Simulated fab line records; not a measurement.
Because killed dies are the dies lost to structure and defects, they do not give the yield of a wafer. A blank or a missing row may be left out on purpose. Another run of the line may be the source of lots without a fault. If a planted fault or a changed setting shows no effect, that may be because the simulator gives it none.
Which tool was responsible? || flow gf180mcu || 11 lots with 33 wafers sampled at 5 steps, on a route of 602 steps

## WHAT THE GAUGES SHOWED, per wafer
GF_STI_BOW_MEAS_00. Usual: INCOMING_BOW gives 0 um (standard deviation 6.3).
{"lot": "L673", "measured": "day 1 10:00", "on": "film-metro-04", "INCOMING_BOW (um)": "15 3 -4", "flag": ""}
{"lot": "L674", "measured": "day 1 15:00", "on": "film-metro-03", "INCOMING_BOW (um)": "7 14 -2", "flag": ""}
{"lot": "L675", "measured": "day 1 20:01", "on": "film-metro-01", "INCOMING_BOW (um)": "2 1 -4", "flag": ""}
{"lot": "L683", "measured": "day 3 12:00", "on": "film-metro-04", "INCOMING_BOW (um)": "3 -5 10", "flag": ""}
{"lot": "L684", "measured": "day 3 17:00", "on": "film-metro-04", "INCOMING_BOW (um)": "1 -7 1", "flag": ""}
{"lot": "L686", "measured": "day 4 03:01", "on": "film-metro-01", "INCOMING_BOW (um)": "-1 -13 -4", "flag": ""}
{"lot": "L688", "measured": "day 4 13:00", "on": "film-metro-04", "INCOMING_BOW (um)": "3 3 3", "flag": ""}
{"lot": "L693", "measured": "day 5 14:00", "on": "film-metro-01", "INCOMING_BOW (um)": "3 -2 -5", "flag": ""}
{"lot": "L694", "measured": "day 5 19:04", "on": "film-metro-01", "INCOMING_BOW (um)": "-5 7 9", "flag": ""}
{"lot": "L695", "measured": "day 6 00:01", "on": "film-metro-04", "INCOMING_BOW (um)": "0 7 -1", "flag": ""}
{"lot": "L696", "measured": "day 6 05:00", "on": "film-metro-03", "INCOMING_BOW (um)": "2 10 -2", "flag": ""}

GF_POLY_GATE_THK_MEAS_01. Usual: POLY_GATE_CVD_00_THK gives 199.8 nm (standard deviation 1.9).
{"lot": "L673", "measured": "day 8 15:37", "on": "film-metro-01", "POLY_GATE_CVD_00_THK (nm)": "198.6 198.3 197.6", "flag": ""}
{"lot": "L674", "measured": "day 8 20:37", "on": "film-metro-01", "POLY_GATE_CVD_00_THK (nm)": "202.3 203.3 200.7", "flag": ""}
{"lot": "L675", "measured": "day 9 02:52", "on": "film-metro-02", "POLY_GATE_CVD_00_THK (nm)": "199.1 197.7 198.3", "flag": ""}
{"lot": "L683", "measured": "day 11 10:13", "on": "film-metro-03", "POLY_GATE_CVD_00_THK (nm)": "208.5 210.4 211.0", "flag": "OFF"}
{"lot": "L684", "measured": "day 11 17:19", "on": "film-metro-03", "POLY_GATE_CVD_00_THK (nm)": "205.4 206.4 206.9", "flag": "OFF"}
{"lot": "L686", "measured": "day 12 06:56", "on": "film-metro-02", "POLY_GATE_CVD_00_THK (nm)": "200.4 200.1 201.0", "flag": ""}
{"lot": "L688", "measured": "day 12 18:29", "on": "film-metro-03", "POLY_GATE_CVD_00_THK (nm)": "201.2 200.7 199.1", "flag": ""}
{"lot": "L693", "measured": "day 14 13:29", "on": "film-metro-02", "POLY_GATE_CVD_00_THK (nm)": "201.6 200.9 201.4", "flag": ""}
{"lot": "L694", "measured": "day 14 20:12", "on": "film-metro-01", "POLY_GATE_CVD_00_THK (nm)": "198.0 198.2 199.3", "flag": ""}
{"lot": "L695", "measured": "day 15 00:41", "on": "film-metro-03", "POLY_GATE_CVD_00_THK (nm)": "200.8 200.6 199.8", "flag": ""}
{"lot": "L696", "measured": "day 15 06:50", "on": "film-metro-03", "POLY_GATE_CVD_00_THK (nm)": "200.8 201.3 200.2", "flag": ""}

GF_POLY_GATE_CD_MEAS_18. Usual: cd-nm reads 279.7 nm (standard deviation 1.9).
{"lot": "L673", "measured": "day 9 11:57", "on": "cd-sem-01", "cd-nm (nm)": "281.3 281.4 282.8", "flag": ""}
{"lot": "L674", "measured": "day 9 16:09", "on": "cd-sem-01", "cd-nm (nm)": "282.1 283.0 282.2", "flag": ""}
{"lot": "L675", "measured": "day 9 22:20", "on": "cd-sem-02", "cd-nm (nm)": "283.7 279.8 278.3", "flag": ""}
{"lot": "L683", "measured": "day 12 07:40", "on": "cd-sem-02", "cd-nm (nm)": "278.0 277.7 274.6", "flag": ""}
{"lot": "L684", "measured": "day 12 14:29", "on": "cd-sem-01", "cd-nm (nm)": "280.5 277.6 279.3", "flag": ""}
{"lot": "L686", "measured": "day 13 06:25", "on": "cd-sem-01", "cd-nm (nm)": "279.3 278.7 276.7", "flag": ""}
{"lot": "L688", "measured": "day 13 18:08", "on": "cd-sem-01", "cd-nm (nm)": "281.3 279.2 278.5", "flag": ""}
{"lot": "L693", "measured": "day 15 11:49", "on": "cd-sem-01", "cd-nm (nm)": "280.8 280.3 279.8", "flag": ""}
{"lot": "L694", "measured": "day 15 18:38", "on": "cd-sem-01", "cd-nm (nm)": "281.7 280.4 281.6", "flag": ""}
{"lot": "L695", "measured": "day 16 00:23", "on": "cd-sem-01", "cd-nm (nm)": "281.0 276.8 277.6", "flag": ""}
{"lot": "L696", "measured": "day 16 07:31", "on": "cd-sem-02", "cd-nm (nm)": "282.3 281.0 279.8", "flag": ""}

GF_HV_LDD_CD_MEAS_19: the cd target is 400 nm. Usual: cd-nm reads 402.2 nm (standard deviation 2.1).
{"lot": "L673", "measured": "day 11 00:29", "on": "cd-sem-02", "cd-nm (nm)": "398.7 397.3 399.4", "flag": ""}
{"lot": "L674", "measured": "day 11 04:52", "on": "cd-sem-01", "cd-nm (nm)": "403.5 405.4 402.8", "flag": ""}
{"lot": "L675", "measured": "day 11 11:35", "on": "cd-sem-02", "cd-nm (nm)": "402.0 402.1 401.6", "flag": ""}
{"lot": "L683", "measured": "day 13 23:29", "on": "cd-sem-02", "cd-nm (nm)": "403.4 402.0 404.0", "flag": ""}
{"lot": "L684", "measured": "day 14 07:52", "on": "cd-sem-01", "cd-nm (nm)": "401.0 403.4 401.7", "flag": ""}
{"lot": "L686", "measured": "day 14 22:40", "on": "cd-sem-02", "cd-nm (nm)": "402.9 404.4 402.1", "flag": ""}
{"lot": "L688", "measured": "day 15 11:29", "on": "cd-sem-01", "cd-nm (nm)": "403.2 404.7 403.6", "flag": ""}
{"lot": "L693", "measured": "day 17 08:55", "on": "cd-sem-02", "cd-nm (nm)": "401.1 402.7 403.0", "flag": ""}
{"lot": "L694", "measured": "day 17 17:04", "on": "cd-sem-02", "cd-nm (nm)": "400.8 400.4 399.9", "flag": ""}
{"lot": "L695", "measured": "day 17 21:08", "on": "cd-sem-02", "cd-nm (nm)": "401.2 403.4 401.3", "flag": ""}
{"lot": "L696", "measured": "day 18 06:28", "on": "cd-sem-02", "cd-nm (nm)": "403.4 404.5 401.4", "flag": ""}

## WHICH TOOL RAN EACH LOT (tool, then ch and the chambers of the sampled wafers, then the start)
{"lot": "L673", "GF_POLY_GATE_CVD_00": "lpcvd-02 ch 0, day 8 14:17"}
{"lot": "L674", "GF_POLY_GATE_CVD_00": "lpcvd-02 ch 0, day 8 19:16"}
{"lot": "L675", "GF_POLY_GATE_CVD_00": "lpcvd-01 ch 0, day 9 01:32"}
{"lot": "L683", "GF_POLY_GATE_CVD_00": "lpcvd-02 ch 0, day 11 08:53"}
{"lot": "L684", "GF_POLY_GATE_CVD_00": "lpcvd-02 ch 1, day 11 15:59"}
{"lot": "L686", "GF_POLY_GATE_CVD_00": "lpcvd-01 ch 1, day 12 05:35"}
{"lot": "L688", "GF_POLY_GATE_CVD_00": "lpcvd-01 ch 0, day 12 17:09"}
{"lot": "L693", "GF_POLY_GATE_CVD_00": "lpcvd-01 ch 1, day 14 11:29"}
{"lot": "L694", "GF_POLY_GATE_CVD_00": "lpcvd-02 ch 0, day 14 18:50"}
{"lot": "L695", "GF_POLY_GATE_CVD_00": "lpcvd-02 ch 0, day 14 23:20"}
{"lot": "L696", "GF_POLY_GATE_CVD_00": "lpcvd-02 ch 1, day 15 05:29"}
- GF_POLY_GATE_CVD_00: deposits poly-Si, target thk 200 nm, time 1200 s.

## AS READ BY THE TOOLS THEMSELVES (means over the sampled wafers that have a number; for cases with no such wafer, the mark the record gives instead)
GF_POLY_GATE_CVD_00. Usual: zone-power-centre-pct reads 9.3 % (standard deviation 0.72).
{"lot": "L673", "tool": "lpcvd-02", "zone-power-centre-pct (%)": 8.7, "flag": ""}
{"lot": "L674", "tool": "lpcvd-02", "zone-power-centre-pct (%)": 8.8, "flag": ""}
{"lot": "L675", "tool": "lpcvd-01", "zone-power-centre-pct (%)": 9.4, "flag": ""}
{"lot": "L683", "tool": "lpcvd-02", "zone-power-centre-pct (%)": 8.8, "flag": ""}
{"lot": "L684", "tool": "lpcvd-02", "zone-power-centre-pct (%)": 10.1, "flag": ""}
{"lot": "L686", "tool": "lpcvd-01", "zone-power-centre-pct (%)": 10.8, "flag": ""}
{"lot": "L688", "tool": "lpcvd-01", "zone-power-centre-pct (%)": 9.4, "flag": ""}
{"lot": "L693", "tool": "lpcvd-01", "zone-power-centre-pct (%)": 10.7, "flag": ""}
{"lot": "L694", "tool": "lpcvd-02", "zone-power-centre-pct (%)": 8.7, "flag": ""}
{"lot": "L695", "tool": "lpcvd-02", "zone-power-centre-pct (%)": 8.7, "flag": ""}
{"lot": "L696", "tool": "lpcvd-02", "zone-power-centre-pct (%)": 10.0, "flag": ""}

## THE ANSWER, worked out from the rows above alone
Rule: a lot counts as off when the mean over its wafers that have a number is more than 3 standard deviations away from the usual mean. A lot without any number at a reading at which 4 lots or more have one is off too. Where the step has rows for the other lots, those lots are counted as sound. Order of review: gauges by route order, followed by the tools' own readings, for which a lot's mean as printed above is used. At the first step where some lot is off, the reading lying furthest off is the one used; lots without a number count as furthest.
Off: at GF_POLY_GATE_THK_MEAS_01 (POLY_GATE_CVD_00_THK), L683, L684.
A tool fits if, at a process step before that reading, it ran every lot that is off, and no sound lot after the first of them. Those tools and the gauges at GF_POLY_GATE_THK_MEAS_01 are tried in the same way. None of those tried fits.

## WHAT HAD BEEN PUT IN BY THE SIMULATOR
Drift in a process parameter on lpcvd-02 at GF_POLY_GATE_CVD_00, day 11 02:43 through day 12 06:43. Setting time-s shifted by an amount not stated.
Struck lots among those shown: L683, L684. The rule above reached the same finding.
